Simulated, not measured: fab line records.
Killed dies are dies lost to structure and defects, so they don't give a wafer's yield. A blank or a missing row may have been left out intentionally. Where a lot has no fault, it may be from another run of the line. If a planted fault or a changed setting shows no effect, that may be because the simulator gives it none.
fab line records	flow sky130
record lots=5	wafers=23
route steps=708 shown LI_CONTACT@381 LOCAL_INTERCONNECT@392 CONTACT@408 METAL1@435 VIA1@478
start_h: hours from the record's first day to the start of the lot's first wafer shown	wait_h: hours from the lot's prior step to this one	" identical to the entry in the row above	L1.1+2: a single row standing in for several wafers	- either no value or no given start	* or withheld: withheld	< > ~ a bound
route shown NAME@n: a module of which the file shows steps, and the number in the route of the first	usual: the fault-free wafers' mean and standard deviation	same: alike in all rows	chamber/n: place in a boat	sites: the reading at each site	_std_site: the standard deviation of these	_edge_site: mean of outer sites minus mean of inner sites	radius_mm: for every site, how far away it sits from the centre of the wafer	mask NAME#n: copy n	behind: the last tool/chamber to shape the wafer	hold: reason for holding the lot/hours on hold/outcome of the hold	device: the transistor (n, p or np) that didn't switch	end of line: the tests these same wafers got at the end of their route	where a step has no rows: the recipe by itself	killed: at the first sort, the dies lost to defects and structure; wafer yield is something else	map: a wafer's dies, x killed, . not, _ none there
set.NAME: the setting as run; set.NAME@STEP: as run at that earlier step	model.NAME: the simulator's own value behind a step, which no gauge read
lots with deliberately changed settings; one table per step, one row per wafer
## steps
# step SKY_LI_CONTACT_SPUTTER_19
# recipe material=Ti	target_thk_nm=20	chamber_pressure_pa=5	power_w=2500	substrate_temp_c=200	time_s=106.37
lot.wafer	tool	chamber	start_h	wait_h	set.time_s	model.Ti_of_LI_CONTACT_SPUTTER_19.thk_nm
L074.1	pvd_sputter-01	-	669.23	0.0	106.37	20.1
L074.2	"	-	"	"	111.1	21.41
L074.3	"	-	"	"	111.1	20.78
L074.4	"	-	"	"	106.37	19.94
L074.6	"	-	"	"	106.37	20.12
L077.1	pvd_sputter-01	-	701.87	0.0	106.37	19.41
L077.2	"	-	"	"	106.37	19.49
L077.3	"	-	"	"	106.37	19.94
L077.4	"	-	"	"	106.37	20.16
L077.5	"	-	"	"	106.37	20.33
L079.1	pvd_sputter-01	-	720.35	0.0	106.37	20.23
L079.4	"	-	"	"	106.37	20.05
L079.5	"	-	"	"	106.37	20.39
L080.1	pvd_sputter-01	-	724.36	0.0	117.9	21.76
L080.2	"	-	"	"	117.9	22.47
L080.4	"	-	"	"	106.37	20.19
L080.5	"	-	"	"	117.9	21.74
L080.6	"	-	"	"	106.37	19.93
L085.1	pvd_sputter-04	-	784.18	0.0	115.4	21.74
L085.2	"	-	"	"	115.4	21.6
L085.3	"	-	"	"	106.37	20.49
L085.4	"	-	"	"	115.4	21.71
L085.6	"	-	"	"	106.37	20.02
# step SKY_LOCAL_INTERCONNECT_COAT_05
# recipe resist=BARC	temp_c=withheld	time_s=withheld	spin_rpm=3000	resist_thk_nm=60
lot.wafer	tool	chamber	start_h	wait_h	set.resist_thk_nm
L074.1+2+3	litho_track-02	0	684.07	0.1	60
L074.4+6	"	0	"	"	57.03
L077.1+4	litho_track-03	0	716.38	0.1	60
L077.2+3+5	"	0	"	"	62.44
L079.1+4+5	litho_track-03	0	734.88	0.1	60
L080.1+2+4+5+6	litho_track-01	0	739.14	0.1	60
L085.1+3	litho_track-01	0	798.29	0.1	60
L085.2+4+6	"	0	"	"	61.36
# step SKY_LOCAL_INTERCONNECT_ETCH_13
# recipe chemistry=N2/H2	target=BARC	ion_energy_ev=200	bias_w=100	pressure_mtorr=30	n2_flow_sccm=100	h2_flow_sccm=200	icp_w=500	stop_on=SiO2	time_s=45.9	target_depth_a=600
# usual oes_product_au=0.854/0.0048
lot.wafer	tool	chamber	start_h	wait_h	set.bias_w	set.resist_thk_nm@LOCAL_INTERCONNECT_COAT_05	oes_product_au
L074.1	rie_metal-01	0	698.03	0.0	100	60	0.853
L074.2	"	1	"	"	100	60	0.850
L074.3	"	0	"	"	100	60	0.852
L074.4	"	1	"	"	100	57.03	0.829
L074.6	"	1	"	"	100	57.03	0.834
L077.1	rie_metal-03	0	730.88	0.0	93.11	60	0.860
L077.2	"	0	"	"	93.11	62.44	0.882
L077.3	"	0	"	"	100	62.44	0.870
L077.4	"	0	"	"	100	60	0.851
L077.5	"	0	"	"	93.11	62.44	0.877
L079.1	rie_metal-01	1	749.50	0.0	100	60	0.849
L079.4	"	0	"	"	100	60	0.843
L079.5	"	0	"	"	100	60	0.852
L080.1	rie_metal-02	0	753.26	0.0	107.4	60	0.853
L080.2	"	1	"	"	107.4	60	0.861
L080.4	"	1	"	"	107.4	60	0.854
L080.5	"	1	"	"	100	60	0.850
L080.6	"	0	"	"	100	60	0.851
L085.1	rie_metal-02	1	812.40	0.0	100	60	0.855
L085.2	"	0	"	"	105.2	61.36	0.873
L085.3	"	0	"	"	100	60	0.854
L085.4	"	1	"	"	100	61.36	0.871
L085.6	"	0	"	"	105.2	61.36	0.857
# step SKY_CONTACT_HDPCVD_02
# recipe material=SiO2	target_thk_nm=565	sigma_open_frac=0.3	time_s=94.2	temp_c=600	sih4_flow_sccm=60	pressure_mtorr=6
lot.wafer	tool	chamber	start_h	wait_h	set.time_s
L074.1+2	hdpcvd-01	0,2	698.83	0.1	82.56
L074.3+4+6	"	2,0,0	"	"	94.2
L077.1+2+3+4+5	hdpcvd-02	2,0,1,1,2	731.80	0.1	94.2
L079.1+4+5	hdpcvd-01	1,2,1	750.34	0.1	94.2
L080.1+2+4+5+6	hdpcvd-02	1,0,2,1,0	754.06	0.1	94.2
L085.1+2+3	hdpcvd-01	2,0,1	813.24	0.1	90.12
L085.4+6	"	0,1	"	"	94.2
# step SKY_CONTACT_THK_MEAS_03
# recipe reads=SiO2_of_CONTACT_HDPCVD_02
# usual CONTACT_HDPCVD_THK=565/5.7
lot.wafer	tool	chamber	start_h	wait_h	set.time_s@CONTACT_HDPCVD_02	CONTACT_HDPCVD_THK[nm]
L074.1	film_metro-02	-	698.94	0.1	82.56	502
L074.2	"	-	"	"	82.56	491
L074.3	"	-	"	"	94.2	564
L074.4	"	-	"	"	94.2	579
L074.6	"	-	"	"	94.2	569
L077.1	film_metro-02	-	731.87	0.0	94.2	573
L077.2	"	-	"	"	94.2	568
L077.3	"	-	"	"	94.2	563
L077.4	"	-	"	"	94.2	562
L077.5	"	-	"	"	94.2	567
L079.1	film_metro-04	-	750.40	0.0	94.2	564
L079.4	"	-	"	"	94.2	563
L079.5	"	-	"	"	94.2	564
L080.1	film_metro-03	-	754.13	0.0	94.2	565
L080.2	"	-	"	"	94.2	568
L080.4	"	-	"	"	94.2	568
L080.5	"	-	"	"	94.2	565
L080.6	"	-	"	"	94.2	576
L085.1	film_metro-02	-	813.31	0.0	90.12	528
L085.2	"	-	"	"	90.12	545
L085.3	"	-	"	"	90.12	534
L085.4	"	-	"	"	94.2	564
L085.6	"	-	"	"	94.2	562
# step SKY_CONTACT_CMP_04
# recipe material=SiO2	down_force_psi=4	platen_rpm=60	pad_velocity_m_s=0.94248
# usual time_to_endpoint_s=80/4.7
lot.wafer	tool	chamber	start_h	wait_h	set.time_s@CONTACT_HDPCVD_02	time_to_endpoint_s
L074.1	cmp-02	1	699.00	0.1	82.56	60
L074.4	"	2	"	"	94.2	86
L074.2	"	3	"	"	82.56	55
L074.3	"	0	"	"	94.2	80
L074.6	"	1	"	"	94.2	87
L077.3	cmp-01	1	731.93	0.0	94.2	78
L077.2	"	2	"	"	94.2	83
L077.1	"	3	"	"	94.2	84
L077.4	"	0	"	"	94.2	90
L077.5	"	2	"	"	94.2	77
L079.1	cmp-01	0	750.46	0.1	94.2	91
L079.4	"	1	"	"	94.2	80
L079.5	"	1	"	"	94.2	82
L080.4	cmp-02	2	754.19	0.0	94.2	81
L080.2	"	3	"	"	94.2	83
L080.1	"	0	"	"	94.2	77
L080.6	"	2	"	"	94.2	84
L080.5	"	3	"	"	94.2	82
L085.1	cmp-02	2	813.37	0.1	90.12	64
L085.2	"	3	"	"	90.12	74
L085.3	"	0	"	"	90.12	63
L085.4	"	1	"	"	94.2	80
L085.6	"	3	"	"	94.2	81
# step SKY_CONTACT_COAT_08
# recipe resist=BARC	temp_c=withheld	time_s=withheld	spin_rpm=3000	resist_thk_nm=60
lot.wafer	tool	chamber	start_h	wait_h	set.spin_rpm
L074.1+2+4	litho_track-01	0	712.69	0.1	3000
L074.3+6	"	0	"	"	2783
L077.1+2+3+4+5	litho_track-03	0	745.73	0.1	3000
L079.1+4+5	litho_track-04	0	764.04	0.1	3000
L080.1+4	litho_track-03	0	767.48	0.1	3000
L080.2+5+6	"	0	"	"	3178
L085.1+2+6	litho_track-04	0	827.19	0.1	3192
L085.3+4	"	0	"	"	3000
# step SKY_CONTACT_ETCH_16
# recipe chemistry=N2/H2	target=BARC	ion_energy_ev=200	source_w=500	bias_w=100	pressure_mtorr=30	n2_flow_sccm=100	h2_flow_sccm=200	stop_on=SiO2	time_s=45.9	target_depth_a=600
# usual oes_product_au=0.855/0.0048
lot.wafer	tool	chamber	start_h	wait_h	set.ion_energy_ev	set.spin_rpm@CONTACT_COAT_08	oes_product_au
L074.1	rie_diel-01	3	727.48	0.0	216.5	3000	0.860
L074.2	"	2	"	"	200	3000	0.855
L074.3	"	0	"	"	216.5	2783	0.879
L074.4	"	1	"	"	200	3000	0.856
L074.6	"	1	"	"	200	2783	0.875
L077.1	rie_diel-01	2	759.45	0.0	188.9	3000	0.849
L077.2	"	3	"	"	188.9	3000	0.850
L077.3	"	0	"	"	200	3000	0.849
L077.4	"	1	"	"	200	3000	0.843
L077.5	"	1	"	"	200	3000	0.852
L079.1	rie_diel-03	0	777.93	0.0	200	3000	0.852
L079.4	"	1	"	"	200	3000	0.855
L079.5	"	2	"	"	200	3000	0.862
L080.1	rie_diel-03	1	781.24	0.0	200	3000	0.851
L080.2	"	0	"	"	200	3178	0.841
L080.4	"	2	"	"	200	3000	0.859
L080.5	"	1	"	"	200	3178	0.837
L080.6	"	2	"	"	200	3178	0.838
L085.1	rie_diel-01	3	840.70	0.0	223.6	3192	0.844
L085.2	"	1	"	"	223.6	3192	0.832
L085.3	"	2	"	"	200	3000	0.856
L085.4	"	0	"	"	200	3000	0.851
L085.6	"	2	"	"	200	3192	0.845
# step SKY_METAL1_SPUTTER_01
# recipe material=TiN	target_thk_nm=20	power_w=6500	time_s=16.7	chamber_pressure_pa=0.4
lot.wafer	tool	chamber	start_h	wait_h	set.power_w	model.TiN_of_METAL1_SPUTTER_01.thk_nm
L074.1	pvd_sputter-02	-	728.91	0.0	6500	20.06
L074.2	"	-	"	"	5818	17.58
L074.3	"	-	"	"	5818	17.71
L074.4	"	-	"	"	6500	20.26
L074.6	"	-	"	"	5818	17.32
L077.1	pvd_sputter-04	-	760.88	0.0	6500	19.75
L077.2	"	-	"	"	6500	19.77
L077.3	"	-	"	"	6049	18.78
L077.4	"	-	"	"	6500	20.06
L077.5	"	-	"	"	6049	18.57
L079.1	pvd_sputter-02	-	779.34	0.0	6500	19.95
L079.4	"	-	"	"	6500	19.94
L079.5	"	-	"	"	6500	20.23
L080.1	pvd_sputter-02	-	782.66	0.0	6500	19.47
L080.2	"	-	"	"	6950	21.04
L080.4	"	-	"	"	6950	21.48
L080.5	"	-	"	"	6500	19.51
L080.6	"	-	"	"	6950	20.95
L085.1	pvd_sputter-04	-	842.10	0.0	6500	19.47
L085.2	"	-	"	"	6500	19.53
L085.3	"	-	"	"	6500	19.49
L085.4	"	-	"	"	6500	19.51
L085.6	"	-	"	"	6500	19.59
# step SKY_METAL1_SPUTTER_02
# recipe material=AlCu	target_thk_nm=250	power_w=10600	time_s=13.3	chamber_pressure_pa=0.4
lot.wafer	tool	chamber	start_h	wait_h	set.power_w	model.AlCu_of_METAL1_SPUTTER_02.thk_nm
L074.1	pvd_sputter-02	-	728.94	0.0	10600	250.8
L074.2	"	-	"	"	11290	266.1
L074.3	"	-	"	"	10600	251.4
L074.4	"	-	"	"	11290	268.9
L074.6	"	-	"	"	10600	250.6
L077.1	pvd_sputter-04	-	760.91	0.0	10600	257.2
L077.2	"	-	"	"	10600	254.1
L077.3	"	-	"	"	10600	252.4
L077.4	"	-	"	"	11630	283.3
L077.5	"	-	"	"	11630	275.4
L079.1	pvd_sputter-02	-	779.36	0.0	10600	248.9
L079.4	"	-	"	"	10600	247
L079.5	"	-	"	"	10600	246.3
L080.1	pvd_sputter-02	-	782.68	0.0	11870	276.2
L080.2	"	-	"	"	10600	251.9
L080.4	"	-	"	"	10600	250.7
L080.5	"	-	"	"	11870	278.3
L080.6	"	-	"	"	11870	277.9
L085.1	pvd_sputter-04	-	842.13	0.0	11090	261.8
L085.2	"	-	"	"	10600	252.2
L085.3	"	-	"	"	10600	253.6
L085.4	"	-	"	"	11090	258
L085.6	"	-	"	"	10600	253.9
# step SKY_METAL1_SPUTTER_03
# recipe material=Ti	target_thk_nm=5	power_w=3000	time_s=3.3	chamber_pressure_pa=0.4
# step SKY_METAL1_SPUTTER_04
# recipe material=TiN	target_thk_nm=70	power_w=6500	time_s=58.3	chamber_pressure_pa=0.4
# step SKY_METAL1_RS_MEAS_05
# recipe thk_meas_gauge=four-point-probe	reads=TiN_of_METAL1_SPUTTER_04+Ti_of_METAL1_SPUTTER_03+AlCu_of_METAL1_SPUTTER_02+TiN_of_METAL1_SPUTTER_01+Ti_of_METAL1_SPUTTER_00
# usual METAL1_ALCU_RS=0.1266/0.0014
lot.wafer	tool	chamber	start_h	wait_h	set.power_w@METAL1_SPUTTER_02	METAL1_ALCU_RS[ohm/sq]
L074.1	film_metro-03	-	729.03	0.0	10600	0.1262
L074.2	"	-	"	"	11290	0.1186
L074.3	"	-	"	"	10600	0.1259
L074.4	"	-	"	"	11290	0.1174
L074.6	"	-	"	"	10600	0.1265
L077.1	film_metro-03	-	761.00	0.0	10600	0.1233
L077.2	"	-	"	"	10600	0.1247
L077.3	"	-	"	"	10600	0.1254
L077.4	"	-	"	"	11630	0.1114
L077.5	"	-	"	"	11630	0.1149
L079.1	film_metro-01	-	779.79	0.4	10600	0.1275
L079.4	"	-	"	"	10600	0.1282
L079.5	"	-	"	"	10600	0.1288
L080.1	film_metro-01	-	782.77	0.0	11870	0.1139
L080.2	"	-	"	"	10600	0.1256
L080.4	"	-	"	"	10600	0.1263
L080.5	"	-	"	"	11870	0.1132
L080.6	"	-	"	"	11870	0.1135
L085.1	film_metro-04	-	842.22	0.0	11090	0.1209
L085.2	"	-	"	"	10600	0.1257
L085.3	"	-	"	"	10600	0.1248
L085.4	"	-	"	"	11090	0.1230
L085.6	"	-	"	"	10600	0.1245
# step SKY_METAL1_THK_MEAS_06
# recipe thk_meas_gauge=xrf	reads=AlCu_of_METAL1_SPUTTER_02
# usual METAL1_ALCU_THK=252.4/2.8
lot.wafer	tool	chamber	start_h	wait_h	set.power_w@METAL1_SPUTTER_02	METAL1_ALCU_THK[nm]
L074.1	film_metro-03	-	729.15	0.1	10600	252.3
L074.2	"	-	"	"	11290	264.9
L074.3	"	-	"	"	10600	249.9
L074.4	"	-	"	"	11290	271.5
L074.6	"	-	"	"	10600	251.5
L077.1	film_metro-03	-	761.12	0.1	10600	257.4
L077.2	"	-	"	"	10600	254.6
L077.3	"	-	"	"	10600	253.4
L077.4	"	-	"	"	11630	285.0
L077.5	"	-	"	"	11630	276.8
L079.1	film_metro-01	-	779.91	0.1	10600	251.8
L079.4	"	-	"	"	10600	250.7
L079.5	"	-	"	"	10600	250.9
L080.1	film_metro-01	-	782.89	0.1	11870	281.8
L080.2	"	-	"	"	10600	256.3
L080.4	"	-	"	"	10600	253.0
L080.5	"	-	"	"	11870	281.6
L080.6	"	-	"	"	11870	284.4
L085.1	film_metro-04	-	842.34	0.1	11090	263.9
L085.2	"	-	"	"	10600	255.0
L085.3	"	-	"	"	10600	254.5
L085.4	"	-	"	"	11090	259.1
L085.6	"	-	"	"	10600	255.1
# step SKY_METAL1_EXPOSE_12
# recipe mask_id=MM1	na=0.8	source_shape=annular	sigma_inner=0.55	sigma_outer=0.85	target_cd_nm=140	dose_mj=28
lot.wafer	tool	chamber	start_h	wait_h	mask	set.dose_mj
L074.1+2+3	krf_scanner-02	0	-	-	MM1#0	29.72
L074.4+6	"	0	"	"	MM1#0	28
L077.1+3	krf_scanner-01	0	-	-	MM1#0	28
L077.2+4+5	"	0	"	"	MM1#0	26.56
L079.1+4+5	krf_scanner-02	0	-	-	MM1#0	28
L080.1+2+6	krf_scanner-01	0	-	-	MM1#0	28
L080.4+5	"	0	"	"	MM1#0	26.61
L085.1+3+4	krf_scanner-02	0	-	-	MM1#0	28
L085.2+6	"	0	"	"	MM1#0	26.89
# step SKY_METAL1_PEB_13
# recipe peb_temp_c=withheld	peb_time_s=withheld	resist=KrF-thick
# step SKY_METAL1_DEVELOP_14
# recipe develop_time_s=60	resist=KrF-thick	dev_temp_c=21
# step SKY_METAL1_CD_MEAS_15
# recipe target_cd_nm=140
# usual cd_nm=140.3/1.1
lot.wafer	tool	chamber	start_h	wait_h	set.dose_mj@METAL1_EXPOSE_12	cd_nm
L074.1	cd_sem-01	-	756.47	-	29.72	127.4
L074.2	"	-	"	"	29.72	128.8
L074.3	"	-	"	"	29.72	128.3
L074.4	"	-	"	"	28	139.3
L074.6	"	-	"	"	28	137.9
L077.1	cd_sem-01	-	786.67	-	28	140.0
L077.2	"	-	"	"	26.56	149.5
L077.3	"	-	"	"	28	140.0
L077.4	"	-	"	"	26.56	148.8
L077.5	"	-	"	"	26.56	150.3
L079.1	cd_sem-01	-	805.19	-	28	140.9
L079.4	"	-	"	"	28	141.3
L079.5	"	-	"	"	28	142.2
L080.1	cd_sem-02	-	809.92	-	28	138.6
L080.2	"	-	"	"	28	139.8
L080.4	"	-	"	"	26.61	149.5
L080.5	"	-	"	"	26.61	148.1
L080.6	"	-	"	"	28	140.3
L085.1	cd_sem-02	-	868.02	-	28	140.2
L085.2	"	-	"	"	26.89	148.8
L085.3	"	-	"	"	28	140.6
L085.4	"	-	"	"	28	139.2
L085.6	"	-	"	"	26.89	148.1
# step SKY_METAL1_DESCUM_17
# recipe chemistry=O2	source_power_w=150	bias_power_w=0	pressure_mtorr=10	temp_c=40	time_s=8
lot.wafer	tool	chamber	start_h	wait_h	set.dose_mj@METAL1_EXPOSE_12	model.METAL1.cd_nm
L074.1	rie_metal-02	1	756.63	0.0	29.72	126.6
L074.2	"	0	"	"	29.72	128.7
L074.3	"	1	"	"	29.72	127.3
L074.4	"	0	"	"	28	139.3
L074.6	"	0	"	"	28	138.2
L077.1	rie_metal-03	0	786.83	0.0	28	139.9
L077.2	"	1	"	"	26.56	150.7
L077.3	"	0	"	"	28	139.3
L077.4	"	1	"	"	26.56	150.2
L077.5	"	0	"	"	26.56	150.4
L079.1	rie_metal-03	1	805.35	0.0	28	141.9
L079.4	"	1	"	"	28	142.3
L079.5	"	1	"	"	28	142.8
L080.1	rie_metal-04	1	810.08	0.0	28	138
L080.2	"	0	"	"	28	139.8
L080.4	"	0	"	"	26.61	150.4
L080.5	"	1	"	"	26.61	147.9
L080.6	"	0	"	"	28	140.6
L085.1	rie_metal-03	1	868.18	0.0	28	141.3
L085.2	"	0	"	"	26.89	149.1
L085.3	"	0	"	"	28	141.1
L085.4	"	1	"	"	28	140.2
L085.6	"	1	"	"	26.89	149.2
# step SKY_METAL1_ETCH_18
# recipe chemistry=N2/H2	target=BARC	ion_energy_ev=200	bias_w=100	pressure_mtorr=30	n2_flow_sccm=100	h2_flow_sccm=200	icp_w=500	stop_on=SiO2	time_s=45.9	target_depth_a=600
lot.wafer	tool	chamber	start_h	wait_h	set.ion_energy_ev	set.dose_mj@METAL1_EXPOSE_12	model.METAL1.cd_nm
L074.1	rie_metal-02	1	756.66	0.0	200	29.72	128.3
L074.2	"	0	"	"	200	29.72	128.6
L074.3	"	1	"	"	210	29.72	128.7
L074.4	"	0	"	"	210	28	139.1
L074.6	"	0	"	"	210	28	138
L077.1	rie_metal-03	0	786.86	0.0	200	28	140.2
L077.2	"	1	"	"	200	26.56	150.6
L077.3	"	0	"	"	192.8	28	139
L077.4	"	1	"	"	192.8	26.56	149.8
L077.5	"	0	"	"	200	26.56	150.9
L079.1	rie_metal-03	1	805.38	0.0	200	28	141.9
L079.4	"	1	"	"	200	28	142.4
L079.5	"	1	"	"	200	28	142.5
L080.1	rie_metal-04	1	810.11	0.0	200	28	138.2
L080.2	"	0	"	"	189.2	28	139
L080.4	"	0	"	"	200	26.61	149.8
L080.5	"	1	"	"	189.2	26.61	148
L080.6	"	0	"	"	200	28	139.9
L085.1	rie_metal-03	1	868.21	0.0	200	28	141.6
L085.2	"	0	"	"	193.4	26.89	149.3
L085.3	"	0	"	"	200	28	141.4
L085.4	"	1	"	"	193.4	28	140.6
L085.6	"	1	"	"	193.4	26.89	149.4
# step SKY_VIA1_SPUTTER_20
# recipe material=TiN	target_thk_nm=20	chamber_pressure_pa=5	power_w=4000	time_s=80
lot.wafer	tool	chamber	start_h	wait_h	set.power_w	model.TiN_of_VIA1_SPUTTER_20.thk_nm
L074.1	pvd_sputter-03	-	784.84	0.0	4338	21.68
L074.2	"	-	"	"	4000	20.01
L074.3	"	-	"	"	4000	19.84
L074.4	"	-	"	"	4338	21.36
L074.6	"	-	"	"	4338	21.63
L077.1	pvd_sputter-01	-	815.41	0.0	4000	19.26
L077.2	"	-	"	"	4000	19.64
L077.3	"	-	"	"	4000	19.72
L077.4	"	-	"	"	4000	19.73
L077.5	"	-	"	"	4000	19.51
L079.1	pvd_sputter-04	-	833.99	0.0	4000	19.6
L079.4	"	-	"	"	4000	20.14
L079.5	"	-	"	"	4000	19.98
L080.1	pvd_sputter-04	-	838.55	0.0	4000	20.4
L080.2	"	-	"	"	4000	19.87
L080.4	"	-	"	"	4000	19.95
L080.5	"	-	"	"	4450	22.67
L080.6	"	-	"	"	4450	22.33
L085.1	pvd_sputter-03	-	896.62	0.0	4000	20.12
L085.2	"	-	"	"	4000	19.93
L085.3	"	-	"	"	3525	17.89
L085.4	"	-	"	"	4000	20.36
L085.6	"	-	"	"	3525	17.88
## key
split step=SKY_LI_CONTACT_SPUTTER_19	setting=time_s	stated=106.37	by=wafer
response step=SKY_LI_CONTACT_SPUTTER_19	reading=model.Ti_of_LI_CONTACT_SPUTTER_19.thk_nm	change=+0.18	per=1%	r=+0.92
split step=SKY_LOCAL_INTERCONNECT_COAT_05	setting=resist_thk_nm	stated=60	by=wafer
response step=SKY_LOCAL_INTERCONNECT_ETCH_13	reading=oes_product_au	change=+0.00461	per=1%	r=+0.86
split step=SKY_LOCAL_INTERCONNECT_ETCH_13	setting=bias_w	stated=100	by=wafer
response none clear
split step=SKY_CONTACT_HDPCVD_02	setting=time_s	stated=94.2	by=wafer
response step=SKY_CONTACT_THK_MEAS_03	reading=CONTACT_HDPCVD_THK	change=+6.06	per=1%	r=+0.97
response step=SKY_CONTACT_CMP_04	reading=time_to_endpoint_s	change=*	per=1%	r=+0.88
split step=SKY_CONTACT_COAT_08	setting=spin_rpm	stated=3000	by=wafer
response step=SKY_CONTACT_ETCH_16	reading=oes_product_au	change=-0.00251	per=1%	r=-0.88
split step=SKY_CONTACT_ETCH_16	setting=ion_energy_ev	stated=200	by=wafer
response none clear
split step=SKY_METAL1_SPUTTER_01	setting=power_w	stated=6500	by=wafer
response step=SKY_METAL1_SPUTTER_01	reading=model.TiN_of_METAL1_SPUTTER_01.thk_nm	change=+0.229	per=1%	r=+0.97
split step=SKY_METAL1_SPUTTER_02	setting=power_w	stated=10600	by=wafer
response step=SKY_METAL1_SPUTTER_02	reading=model.AlCu_of_METAL1_SPUTTER_02.thk_nm	change=+2.3	per=1%	r=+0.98
response step=SKY_METAL1_RS_MEAS_05	reading=METAL1_ALCU_RS	change=-0.00108	per=1%	r=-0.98
response step=SKY_METAL1_THK_MEAS_06	reading=METAL1_ALCU_THK	change=+2.41	per=1%	r=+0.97
split step=SKY_METAL1_EXPOSE_12	setting=dose_mj	stated=28	by=wafer
response step=SKY_METAL1_CD_MEAS_15	reading=cd_nm	change=-1.84	per=1%	r=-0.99
response step=SKY_METAL1_DESCUM_17	reading=model.METAL1.cd_nm	change=-1.97	per=1%	r=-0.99
response step=SKY_METAL1_ETCH_18	reading=model.METAL1.cd_nm	change=-1.9	per=1%	r=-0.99
split step=SKY_METAL1_ETCH_18	setting=ion_energy_ev	stated=200	by=wafer
response none clear
split step=SKY_VIA1_SPUTTER_20	setting=power_w	stated=4000	by=wafer
response step=SKY_VIA1_SPUTTER_20	reading=model.TiN_of_VIA1_SPUTTER_20.thk_nm	change=+0.2	per=1%	r=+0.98
